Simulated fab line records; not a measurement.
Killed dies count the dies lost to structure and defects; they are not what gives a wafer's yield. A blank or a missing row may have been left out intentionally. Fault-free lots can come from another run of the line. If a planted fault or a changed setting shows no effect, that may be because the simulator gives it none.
fab line records -- flow sky130
record lots=12, wafers=36, lastDay=50
route steps=708 shown CONTACT@422 METAL1@434 PAD_OPEN@708
lots that met no fault: from a run of the same line without faults
startH: hours from the record's opening day to when the first of the lot's shown wafers began -- waitH: hours since the lot's step before -- " repeats the value in the row above -- L1.1+2: a single row standing in for several wafers -- - no value, or no start given -- * or withheld: withheld -- < > ~ a bound
route shown NAME@n: names a module that has steps shown in the file, with the first one's number in the route -- usual: mean/standard deviation of fault-free wafers -- same: alike in all rows -- chamber/n: place in a boat -- sites: per-site readings -- _std_site: the values' standard deviation -- _edge_site: outer sites' mean less inner sites' -- radiusMm: for every site, how far away it sits from the centre of the wafer -- mask NAME#n: copy n -- behind: the tool/chamber that last shaped the wafer -- hold: why the lot went on hold/how many hours it stayed there/how the hold came to an end -- device: the n, p or np transistor that did not switch -- end of line: the tests these same wafers got at the end of their route -- step lacking rows: just its recipe -- killed: the dies lost at the first sort to structure and to defects; this is not the yield of the wafer -- map: the dies of a wafer, with x for killed, . for not killed, _ for no die there
set.NAME: the setting as run; set.NAME@STEP: as run at that earlier step -- model.NAME: the simulator's own value behind a step, which no gauge read
a sample of lots followed through the steps of the route, with each step as a table and each wafer as a row
services: from which hour (startH, from the record's first day; less than 0 if before it) a tool's chamber was out of use, for how many hours, and why
## steps
# step SKY_CONTACT_ETCH_16
# recipe chemistry=N2/H2, target=BARC, ionEnergyEv=200, sourceW=515.9, biasW=100, pressureMtorr=30, n2FlowSccm=100, h2FlowSccm=200, stopOn=SiO2, timeS=45.9, targetDepthA=600
# usual drypumpMotorCurrentA=5.7/0.39, oesProductAu=0.856/0.0046, throttleValvePct=13.224/0.0094
lot.wafer,tool,chamber,startH,waitH,drypumpMotorCurrentA,oesProductAu,rfHoursCounterH,throttleValvePct
L651.3,rieDiel-02,3,734.52,0.0,5.4,0.858,5,13.216
L651.4,rieDiel-02,2,734.52,0.0,5.4,0.859,-,13.226
L651.5,rieDiel-02,1,734.52,0.0,6.0,0.860,-,13.206
L652.3,rieDiel-03,2,738.34,0.0,5.4,0.857,14,13.221
L652.5,rieDiel-03,3,738.34,0.0,5.7,0.855,-,13.231
L652.6,rieDiel-03,2,738.34,0.0,5.4,0.857,-,13.238
L653.2,rieDiel-01,1,744.07,0.0,6.2,0.859,21,13.228
L653.4,rieDiel-01,3,744.07,0.0,6.1,0.864,10,13.219
L653.5,rieDiel-01,3,744.07,0.0,6.2,0.863,-,13.209
L654.4,rieDiel-02,0,752.52,0.0,5.7,0.850,0,13.230
L654.5,rieDiel-02,2,752.52,0.0,5.4,0.856,-,13.227
L654.6,rieDiel-02,1,752.52,0.0,6.0,0.860,-,13.230
L655.1,rieDiel-02,0,766.48,0.0,5.7,0.848,0,13.216
L655.3,rieDiel-02,2,766.48,0.0,5.4,0.853,11,13.215
L655.6,rieDiel-02,2,766.48,0.0,5.4,0.858,-,13.214
L658.2,rieDiel-01,2,790.78,0.0,4.8,0.858,16,13.229
L658.3,rieDiel-01,0,790.78,0.0,6.2,0.855,22,13.228
L658.6,rieDiel-01,1,790.78,0.0,6.2,0.860,-,13.239
L661.4,rieDiel-03,0,814.12,0.0,6.2,0.857,11,13.222
L661.5,rieDiel-03,2,814.12,0.0,5.4,0.862,-,13.215
L661.6,rieDiel-03,1,814.12,0.0,5.9,0.855,-,13.230
L666.2,rieDiel-03,3,847.37,0.0,5.7,0.857,11,13.222
L666.4,rieDiel-03,2,847.37,0.0,5.4,0.861,18,13.222
L666.5,rieDiel-03,0,847.37,0.0,6.1,0.849,-,13.241
L667.1,rieDiel-03,3,859.09,0.0,5.7,0.858,11,13.222
L667.5,rieDiel-03,0,859.09,0.0,6.1,0.861,-,13.213
L667.6,rieDiel-03,3,859.09,0.0,5.7,0.852,-,13.231
L672.2,rieDiel-03,0,891.87,0.0,6.2,0.858,14,13.229
L672.5,rieDiel-03,1,891.87,0.0,5.9,0.849,-,13.229
L672.6,rieDiel-03,0,891.87,0.0,6.1,0.854,-,13.227
L673.1,rieDiel-01,0,901.22,0.0,6.2,0.844,26,13.240
L673.2,rieDiel-01,1,901.22,0.0,6.2,0.850,26,13.223
L673.5,rieDiel-01,2,901.22,0.0,4.8,0.853,-,13.221
L674.2,rieDiel-02,2,908.69,0.0,5.4,0.851,16,13.233
L674.3,rieDiel-02,3,908.69,0.0,5.4,0.849,11,13.213
L674.6,rieDiel-02,0,908.69,0.0,5.6,0.850,-,13.225
# step SKY_METAL1_SPUTTER_00
# recipe material=Ti, targetThkNm=15, powerW=3000, timeS=10, chamberPressurePa=0.4
# usual cathodeDcPowerW=3000.1/0.57, chamberPressurePa=0.4002/0.00084, throttleValvePct=30.5/0.93
lot.wafer,tool,chamber,startH,waitH,cathodeDcPowerW,chamberPressurePa,throttleValvePct
L651.3,pvdSputter-03,-,735.93,0.2,3000.3,0.4016,31.0
L651.4,pvdSputter-03,-,735.93,0.2,3000.6,0.4006,31.1
L651.5,pvdSputter-03,-,735.93,0.2,3000.7,0.3995,31.1
L652.3,pvdSputter-04,-,740.21,0.2,2999.9,0.4003,31.0
L652.5,pvdSputter-04,-,740.21,0.2,2999.2,0.3996,31.1
L652.6,pvdSputter-04,-,740.21,0.2,3000.0,0.4006,28.9
L653.2,pvdSputter-03,-,745.50,0.2,3000.0,0.4006,30.1
L653.4,pvdSputter-03,-,745.50,0.2,2999.5,0.4006,29.3
L653.5,pvdSputter-03,-,745.50,0.2,3000.3,0.4016,31.0
L654.4,pvdSputter-04,-,754.25,0.2,3000.0,0.4008,31.1
L654.5,pvdSputter-04,-,754.25,0.2,2999.1,0.3997,31.2
L654.6,pvdSputter-04,-,754.25,0.2,3000.3,0.4002,29.1
L655.1,pvdSputter-03,-,767.85,0.1,3000.9,0.3989,30.8
L655.3,pvdSputter-03,-,767.85,0.1,3000.5,0.3991,30.0
L655.6,pvdSputter-03,-,767.85,0.1,2999.4,0.4007,31.2
L658.2,pvdSputter-03,-,792.22,0.1,3000.3,0.4008,29.8
L658.3,pvdSputter-03,-,792.22,0.1,2999.8,0.4004,30.3
L658.6,pvdSputter-03,-,792.22,0.1,3000.2,0.4010,31.0
L661.4,pvdSputter-04,-,815.61,0.1,2999.9,0.3993,29.9
L661.5,pvdSputter-04,-,815.61,0.1,2999.9,0.3986,29.0
L661.6,pvdSputter-04,-,815.61,0.1,3000.7,0.4002,31.0
L666.2,pvdSputter-03,-,848.76,0.1,-,-,-
L666.4,pvdSputter-03,-,848.76,0.1,-,-,-
L666.5,pvdSputter-03,-,848.76,0.1,-,-,-
L667.1,pvdSputter-02,-,860.49,0.2,-,-,-
L667.5,pvdSputter-02,-,860.49,0.2,-,-,-
L667.6,pvdSputter-02,-,860.49,0.2,-,-,-
L672.2,pvdSputter-02,-,893.25,0.2,2999.7,0.3986,30.6
L672.5,pvdSputter-02,-,893.25,0.2,2999.8,0.3996,30.0
L672.6,pvdSputter-02,-,893.25,0.2,2999.8,0.3994,31.7
L673.1,pvdSputter-02,-,902.63,0.1,2999.9,0.3996,30.6
L673.2,pvdSputter-02,-,902.63,0.1,3000.4,0.3997,30.4
L673.5,pvdSputter-02,-,902.63,0.1,3000.2,0.4005,30.0
L674.2,pvdSputter-04,-,910.07,0.2,3001.4,0.4011,28.8
L674.3,pvdSputter-04,-,910.07,0.2,2999.1,0.4005,30.9
L674.6,pvdSputter-04,-,910.07,0.2,3000.4,0.4003,29.7
# step SKY_METAL1_SPUTTER_04
# recipe material=TiN, targetThkNm=70, powerW=6500, timeS=58.3, chamberPressurePa=0.4
# usual cathodeDcPowerW=6500.1/1.2, chamberPressurePa=0.4000/0.00078, throttleValvePct=30.5/0.9
lot.wafer,tool,chamber,startH,waitH,cathodeDcPowerW,chamberPressurePa,throttleValvePct
L651.3,pvdSputter-03,-,736.02,0.0,6500.4,0.4004,30.8
L651.4,pvdSputter-03,-,736.02,0.0,6501.1,0.3993,31.1
L651.5,pvdSputter-03,-,736.02,0.0,6498.0,0.4008,31.0
L652.3,pvdSputter-04,-,740.30,0.0,6499.5,0.3991,31.3
L652.5,pvdSputter-04,-,740.30,0.0,6499.9,0.4002,30.9
L652.6,pvdSputter-04,-,740.30,0.0,6500.7,0.3997,28.8
L653.2,pvdSputter-03,-,745.59,0.0,6500.0,0.3995,30.2
L653.4,pvdSputter-03,-,745.59,0.0,6499.9,0.3995,29.8
L653.5,pvdSputter-03,-,745.59,0.0,6498.6,0.4001,31.1
L654.4,pvdSputter-04,-,754.34,0.0,6500.1,0.4009,30.9
L654.5,pvdSputter-04,-,754.34,0.0,6500.9,0.4016,30.7
L654.6,pvdSputter-04,-,754.34,0.0,6503.0,0.4014,29.0
L655.1,pvdSputter-03,-,767.94,0.0,6499.0,0.4011,31.4
L655.3,pvdSputter-03,-,767.94,0.0,6499.7,0.3993,30.6
L655.6,pvdSputter-03,-,767.94,0.0,6499.0,0.4003,30.9
L658.2,pvdSputter-03,-,792.31,0.0,6500.0,0.4001,29.4
L658.3,pvdSputter-03,-,792.31,0.0,6501.1,0.3995,30.0
L658.6,pvdSputter-03,-,792.31,0.0,6498.2,0.4003,30.9
L661.4,pvdSputter-04,-,815.70,0.0,6499.6,0.4000,29.7
L661.5,pvdSputter-04,-,815.70,0.0,6499.4,0.3990,28.9
L661.6,pvdSputter-04,-,815.70,0.0,6501.2,0.3996,31.3
L666.2,pvdSputter-03,-,848.85,0.0,6499.6,0.4002,31.0
L666.4,pvdSputter-03,-,848.85,0.0,6500.6,0.4002,29.7
L666.5,pvdSputter-03,-,848.85,0.0,6500.7,0.3981,30.9
L667.1,pvdSputter-02,-,860.58,0.0,6500.3,0.3994,29.8
L667.5,pvdSputter-02,-,860.58,0.0,6499.2,0.4001,30.5
L667.6,pvdSputter-02,-,860.58,0.0,6499.5,0.4009,30.6
L672.2,pvdSputter-02,-,893.34,0.0,6500.5,0.4002,30.5
L672.5,pvdSputter-02,-,893.34,0.0,6499.5,0.4001,29.8
L672.6,pvdSputter-02,-,893.34,0.0,6498.5,0.4003,31.6
L673.1,pvdSputter-02,-,902.72,0.0,6499.0,0.3998,30.5
L673.2,pvdSputter-02,-,902.72,0.0,6502.3,0.4018,30.4
L673.5,pvdSputter-02,-,902.72,0.0,6500.0,0.3984,30.0
L674.2,pvdSputter-04,-,910.16,0.0,6501.3,0.3984,29.0
L674.3,pvdSputter-04,-,910.16,0.0,6500.1,0.4015,31.2
L674.6,pvdSputter-04,-,910.16,0.0,6499.4,0.4005,29.6
# step SKY_METAL1_RS_MEAS_05
# recipe thkMeasGauge=four-point-probe, reads=TiN_of_METAL1_SPUTTER_04+Ti_of_METAL1_SPUTTER_03+AlCu_of_METAL1_SPUTTER_02+TiN_of_METAL1_SPUTTER_01+Ti_of_METAL1_SPUTTER_00
# usual METAL1_ALCU_RS=0.1264/0.0016
lot.wafer,tool,chamber,startH,waitH,METAL1_ALCU_RS[ohm/sq]
L651.3,filmMetro-04,-,736.11,0.1,0.1237
L651.4,filmMetro-04,-,736.11,0.1,0.1242
L651.5,filmMetro-04,-,736.11,0.1,0.1235
L652.3,filmMetro-03,-,740.39,0.1,0.1287
L652.5,filmMetro-03,-,740.39,0.1,0.1295
L652.6,filmMetro-03,-,740.39,0.1,0.1270
L653.2,filmMetro-02,-,745.66,0.0,0.1256
L653.4,filmMetro-02,-,745.66,0.0,0.1255
L653.5,filmMetro-02,-,745.66,0.0,0.1245
L654.4,filmMetro-02,-,754.45,0.1,0.1289
L654.5,filmMetro-02,-,754.45,0.1,0.1278
L654.6,filmMetro-02,-,754.45,0.1,0.1274
L655.1,filmMetro-03,-,767.99,0.0,0.1258
L655.3,filmMetro-03,-,767.99,0.0,0.1284
L655.6,filmMetro-03,-,767.99,0.0,0.1247
L658.2,filmMetro-03,-,792.38,0.0,0.1253
L658.3,filmMetro-03,-,792.38,0.0,0.1247
L658.6,filmMetro-03,-,792.38,0.0,0.1239
L661.4,filmMetro-03,-,815.81,0.1,0.1275
L661.5,filmMetro-03,-,815.81,0.1,0.1269
L661.6,filmMetro-03,-,815.81,0.1,0.1295
L666.2,filmMetro-03,-,848.92,0.0,0.1281
L666.4,filmMetro-03,-,848.92,0.0,0.1289
L666.5,filmMetro-03,-,848.92,0.0,0.1271
L667.1,filmMetro-03,-,860.63,0.0,0.1279
L667.5,filmMetro-03,-,860.63,0.0,0.1294
L667.6,filmMetro-03,-,860.63,0.0,0.1302
L672.2,filmMetro-04,-,893.41,0.0,0.1268
L672.5,filmMetro-04,-,893.41,0.0,0.1268
L672.6,filmMetro-04,-,893.41,0.0,0.1260
L673.1,filmMetro-04,-,902.77,0.0,0.1289
L673.2,filmMetro-04,-,902.77,0.0,0.1287
L673.5,filmMetro-04,-,902.77,0.0,0.1275
L674.2,filmMetro-02,-,910.23,0.0,0.1263
L674.3,filmMetro-02,-,910.23,0.0,0.1271
L674.6,filmMetro-02,-,910.23,0.0,0.1265
# step SKY_PAD_OPEN_PROBE_99
# usual defectLimitedYield=82.8/1.8, killed_at_M0_to_M3=43/6.3, killed_at_M4_up=3.1/1.9, killedAtContacts=24/5.1, killedAtFrontEnd=14/4.3, killedAtOther=0.3/0.53, killedDies=85/8.8, killedOpen=46/7.1, killedShort=38/5.9, sort_bin_3_pad_short=0.8/0.41, sort_bin_5_function=10.4/1.5, sort_bin_6_memory=6.1/1.1, sortNPass=407/8.8, sortYieldPct=82.8/1.8
# same grossDies=492, killedAtBackSide=0, sort_bin_4_leakage[%]=0, sort_bin_8_speed[%]=0
lot.wafer,tool,chamber,startH,waitH,defectLimitedYield[%],killed_at_M0_to_M3,killed_at_M4_up,killedAtContacts,killedAtFrontEnd,killedAtOther,killedDies,killedOpen,killedShort,sort_bin_3_pad_short[%],sort_bin_5_function[%],sort_bin_6_memory[%],sortNPass,sortYieldPct[%]
L651.3,prober-01,-,1073.93,0.2,85.2,39,1,22,10,1,73,40,33,0.8,8.3,5.7,419,85.2
L651.4,prober-01,-,1073.98,0.2,81.3,46,2,26,18,0,92,54,38,0.8,12.0,5.9,400,81.3
L651.5,prober-01,-,1074.03,0.2,83.1,47,4,23,9,0,83,56,25,0.4,9.1,7.3,409,83.1
L652.3,prober-02,-,1078.88,0.2,82.7,47,5,20,13,0,85,51,34,0.2,10.4,6.7,407,82.7
L652.5,prober-02,-,1078.98,0.2,84.6,32,4,26,14,0,76,42,34,0.4,9.1,5.9,416,84.6
L652.6,prober-02,-,1079.03,0.2,84.1,38,3,24,12,1,78,37,41,0.8,9.8,5.3,414,84.1
L654.4,prober-02,-,1087.70,0.2,81.3,46,4,27,14,1,92,51,40,0.6,12.0,6.1,400,81.3
L654.5,prober-02,-,1087.75,0.2,82.7,38,5,23,19,0,85,44,41,0.8,11.8,4.7,407,82.7
L654.6,prober-02,-,1087.80,0.2,84.6,42,4,20,9,1,76,35,40,1.4,8.9,5.1,416,84.6
L661.4,prober-01,-,1132.72,0.2,81.3,56,3,26,7,0,92,54,38,0.4,14.0,4.3,400,81.3
L661.5,prober-01,-,1132.77,0.2,83.7,51,1,22,6,0,80,53,27,0.4,10.2,5.7,412,83.7
L661.6,prober-01,-,1132.82,0.2,80.9,42,0,31,21,0,94,54,40,0.8,11.6,6.7,398,80.9
L666.2,prober-02,-,1157.33,0.1,80.9,45,6,25,17,1,94,54,40,1.6,11.8,5.7,398,80.9
L666.4,prober-02,-,1157.43,0.2,80.3,47,6,30,14,0,97,53,44,1.2,12.6,5.9,395,80.3
L666.5,prober-02,-,1157.48,0.2,82.3,40,3,24,20,0,87,45,42,1.0,9.3,7.3,405,82.3
# killed by level:class
L651.3 VIA1:geometricParticle:open=10 CONTACT:geometricParticle:open=7 LI_CONTACT:geometricParticle:open=6 VIA2:geometricParticle:open=6 FIELD_ISO:geometricParticle:short=5 METAL3:geometricParticle:short=5 METAL1:geometricParticle:short=5 CONTACT:geometricParticle:short=4
L651.4 VIA2:geometricParticle:open=9 CONTACT:geometricParticle:open=8 VIA1:geometricParticle:open=8 VIA3:geometricParticle:open=8 LI_CONTACT:geometricParticle:open=7 FIELD_ISO:geometricParticle:open=6 CONTACT:geometricParticle:short=6 METAL1:geometricParticle:short=5
L651.5 VIA1:geometricParticle:open=16 CONTACT:geometricParticle:open=12 VIA3:geometricParticle:open=8 VIA2:geometricParticle:open=5 FIELD_ISO:geometricParticle:open=4 LI_CONTACT:geometricParticle:open=4 METAL1:geometricParticle:short=4 VIA1:geometricParticle:short=4
L652.3 VIA1:geometricParticle:open=13 VIA3:geometricParticle:open=10 LI_CONTACT:geometricParticle:open=8 METAL2:geometricParticle:short=5 CONTACT:geometricParticle:open=5 VIA3:geometricParticle:short=5 FIELD_ISO:geometricParticle:short=4 POLY_GATE:geometricParticle:open=4
L652.5 CONTACT:geometricParticle:open=9 VIA1:geometricParticle:open=9 LI_CONTACT:geometricParticle:open=7 VIA2:geometricParticle:open=5 METAL2:geometricParticle:short=5 FIELD_ISO:geometricParticle:short=4 FIELD_ISO:geometricParticle:open=4 LI_CONTACT:geometricParticle:short=3
L652.6 VIA1:geometricParticle:open=13 CONTACT:geometricParticle:open=7 CONTACT:geometricParticle:short=7 LI_CONTACT:geometricParticle:open=6 POLY_GATE:geometricParticle:short=5 METAL2:geometricParticle:short=5 FIELD_ISO:geometricParticle:short=4 VIA2:geometricParticle:short=4
L654.4 VIA1:geometricParticle:open=13 CONTACT:geometricParticle:open=10 LOCAL_INTERCONNECT:geometricParticle:short=7 FIELD_ISO:geometricParticle:short=6 LI_CONTACT:geometricParticle:open=6 VIA3:geometricParticle:open=6 VIA1:geometricParticle:short=5 METAL1:geometricParticle:short=5
L654.5 LI_CONTACT:geometricParticle:open=9 VIA3:geometricParticle:open=9 VIA1:geometricParticle:open=8 POLY_GATE:geometricParticle:short=6 METAL1:geometricParticle:short=6 CONTACT:geometricParticle:open=5 VIA2:geometricParticle:open=4 VIA3:geometricParticle:short=4
L654.6 LI_CONTACT:geometricParticle:open=9 METAL1:geometricParticle:short=7 VIA3:geometricParticle:open=6 VIA1:geometricParticle:open=5 VIA2:geometricParticle:short=5 VIA2:geometricParticle:open=5 CONTACT:geometricParticle:short=4 METAL2:geometricParticle:short=4
L661.4 VIA1:geometricParticle:open=12 CONTACT:geometricParticle:open=11 VIA3:geometricParticle:open=10 CONTACT:geometricParticle:short=7 VIA1:geometricParticle:short=7 LI_CONTACT:geometricParticle:open=5 VIA2:geometricParticle:open=5 METAL1:geometricParticle:short=5
L661.5 VIA1:geometricParticle:open=15 CONTACT:geometricParticle:open=12 VIA2:geometricParticle:open=10 VIA3:geometricParticle:open=6 METAL2:geometricParticle:short=5 VIA3:geometricParticle:short=4 LI_CONTACT:geometricParticle:open=3 CONTACT:geometricParticle:short=3
L661.6 CONTACT:geometricParticle:open=14 VIA2:geometricParticle:open=10 CONTACT:geometricParticle:short=9 FIELD_ISO:geometricParticle:short=7 METAL2:geometricParticle:short=7 VIA3:geometricParticle:open=6 VIA1:geometricParticle:open=5 FIELD_ISO:geometricParticle:open=4
L666.2 VIA2:geometricParticle:open=12 CONTACT:geometricParticle:open=11 FIELD_ISO:geometricParticle:short=7 VIA3:geometricParticle:open=7 VIA1:geometricParticle:short=5 VIA1:geometricParticle:open=5 POLY_GATE:geometricParticle:short=4 POLY_GATE:geometricParticle:open=4
L666.4 CONTACT:geometricParticle:open=12 VIA1:geometricParticle:open=10 VIA2:geometricParticle:open=8 METAL1:geometricParticle:short=7 VIA3:geometricParticle:open=7 LI_CONTACT:geometricParticle:open=6 LOCAL_INTERCONNECT:geometricParticle:short=5 POLY_GATE:geometricParticle:short=4
L666.5 LI_CONTACT:geometricParticle:open=10 FIELD_ISO:geometricParticle:open=7 METAL1:geometricParticle:short=7 VIA1:geometricParticle:open=7 FIELD_ISO:geometricParticle:short=6 CONTACT:geometricParticle:open=6 METAL3:geometricParticle:short=5 VIA3:geometricParticle:open=5
## services
tool,chamber,startH,hours,kind
rieDiel-03,3,713.05,9.3,repair
rieDiel-02,0,719.92,-,clean
rieDiel-02,0,719.92,23.7,scheduledDown
rieDiel-02,0,719.92,23.7,ventCycle
pvdSputter-02,-,725.95,1.3,repair
pvdSputter-04,-,745.36,0.6,repair
pvdSputter-04,-,750.07,2.2,repair
rieDiel-02,3,764.69,3.4,repair
rieDiel-03,0,792.33,14.0,repair
rieDiel-01,3,795.34,8.8,repair
pvdSputter-03,-,802.00,1.0,repair
pvdSputter-04,-,817.12,1.9,repair
rieDiel-03,1,862.36,25.6,repair
rieDiel-03,-,881.04,0.2,repair
pvdSputter-03,-,891.88,2.8,repair
rieDiel-02,1,907.24,4.4,repair
rieDiel-03,3,907.79,4.5,repair
## key
firstSign step=SKY_METAL1_SPUTTER_00, reading=toolRecord, direction=missing
effect none on later readings
metAt SKY_METAL1_SPUTTER_00
struckLots L666,L667
notActingAt SKY_CONTACT_ETCH_16,SKY_METAL1_SPUTTER_04,SKY_METAL1_RS_MEAS_05
onsetBetween 792.22 848.76
fault kind=skippedStepWhole, tool=pvdSputter-02,pvdSputter-03, chamber=-, onsetH=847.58, steps=SKY_METAL1_SPUTTER_00, scope=struckLotsOnly
